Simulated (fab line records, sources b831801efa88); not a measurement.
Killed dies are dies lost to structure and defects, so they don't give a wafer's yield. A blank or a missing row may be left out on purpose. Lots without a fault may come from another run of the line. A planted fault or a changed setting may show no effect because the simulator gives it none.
One fault seen from 2 desks | flow gf180mcu | each desk has only its own numbers; what lay behind them comes last

THE TOOL OWNER'S DESK: furnace-01
The tool's own readings at GF_DUAL_GATE_OXIDATION_02 (stabilise 600 s, purge 300 s, target thk 10.887 nm): means of the sampled wafers that have a number, for each lot that ran on this tool. A lot is out of limits, marked OUT, if its mean lies more than 4 standard deviations from the usual mean; the brackets give that distance.
Columns: A = spike_tc_centre_C at GF_DUAL_GATE_OXIDATION_02, usual 900.6 C; B = spike_tc_lower_C at GF_DUAL_GATE_OXIDATION_02, usual 900.9 C; C = spike_tc_top_C at GF_DUAL_GATE_OXIDATION_02, usual 911.1 C; D = spike_tc_upper_C at GF_DUAL_GATE_OXIDATION_02, usual 897.6 C; E = tube_center_temp_C at GF_DUAL_GATE_OXIDATION_02, usual 900 C; F = tube_center_temp_C_max at GF_DUAL_GATE_OXIDATION_02, usual 902.3; G = zone_power_lower_pct at GF_DUAL_GATE_OXIDATION_02, usual 16.9 %
lot  | first seen here | A                | B               | C     | D                | E                     | F               | G
L561 | day 9 23:05     | 900.2            | 900.8           | 914.8 | 899.2            | 900                   | 902.6           | 17.6
L562 | day 10 00:38    | 899.2            | 901.2           | 913.6 | 899.9            | 900                   | 902.2           | 17.8
L567 | day 11 08:07    | 889.5 (-9.2) OUT | 890.9 (-11) OUT | 903.4 | 887.7 (-6.2) OUT | 889 (-99 or more) OUT | 891.3 (-28) OUT | 17.3
L568 | day 11 14:21    | 888.6 (-10) OUT  | 890.9 (-11) OUT | 903.1 | 888.0 (-6.0) OUT | 889 (-99 or more) OUT | 891.4 (-28) OUT | 17.1
L577 | day 14 04:06    | 899.9            | 900.3           | 913.9 | 899.5            | 900                   | 902.0           | 17.6
This desk's finding: out of limits on L567, L568; first on L567, day 11 08:07 (spike_tc_centre_C at GF_DUAL_GATE_OXIDATION_02). In limits: L561, L562, L577.

THE METROLOGY DESK
What the gauges read, lot by lot, whatever tool the lot ran on: means of the sampled wafers that have a number. A lot is out of limits, marked OUT, if its mean lies more than 4 standard deviations from the usual mean; the brackets give that distance.
Columns: A = VT_IMPLANT_OVL at GF_VT_IMPLANT_OVL_MEAS_07, usual -0.3 nm; B = DUAL_GATE_OXIDATION_00_THK at GF_DUAL_GATE_THK_MEAS_03, usual 10.87 nm; C = POLY_GATE_OXIDATION_THK at GF_POLY_GATE_THK_MEAS_17, usual 4.02 nm; D = cd_nm at GF_POLY_GATE_CD_MEAS_18, usual 281.2 nm
lot  | first seen here | A    | B               | C    | D
L555 | day 5 19:27     | -0.9 | 10.90           | 4.00 | 280.7
L556 | day 6 04:26     | 1.3  | 11.09           | 4.03 | 281.6
L557 | day 6 09:48     | 0.2  | 10.78           | 4.03 | 279.8
L558 | day 6 13:33     | -0.0 | 10.64           | 4.06 | 281.6
L559 | day 6 20:44     | -0.2 | 10.79           | 4.03 | 279.6
L561 | day 7 19:51     | -1.4 | 10.79           | 4.06 | 281.2
L562 | day 7 20:41     | -0.8 | 10.81           | 3.93 | 281.5
L563 | day 7 23:41     | -1.4 | 10.76           | 4.01 | 279.2
L565 | day 8 08:53     | -1.6 | 11.01           | 4.09 | 282.0
L567 | day 9 01:11     | 1.1  | 9.70 (-7.3) OUT | 4.07 | 281.5
L568 | day 9 05:49     | 0.9  | 9.51 (-8.5) OUT | 4.05 | 282.0
L572 | day 10 05:35    | -0.3 | 10.70           | 4.02 | 280.6
L577 | day 11 14:41    | 0.7  | 10.83           | 4.10 | 280.8
This desk's finding: out of limits on L567, L568; first on L567, day 11 09:34 (DUAL_GATE_OXIDATION_00_THK at GF_DUAL_GATE_THK_MEAS_03). In limits: L555, L556, L557, L558, L559, L561, L562, L563, L565, L572, L577.

PUT TOGETHER
The tool owner's desk could have raised an alarm at day 11 08:07, on L567, L568.
The metrology desk could have raised an alarm at day 11 09:34, on L567, L568.
Of the lots named, all ran GF_DUAL_GATE_OXIDATION_02 on furnace-01.

WHAT THE SIMULATOR HAD PUT IN
Process parameter drift: furnace-01, from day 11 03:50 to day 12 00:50, at GF_DUAL_GATE_OXIDATION_02. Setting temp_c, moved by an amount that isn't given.
Lots struck among those shown: L567, L568.
Hours from the fault's start to each desk's first reading out of limits: the tool owner's desk, 4; the metrology desk, 6.
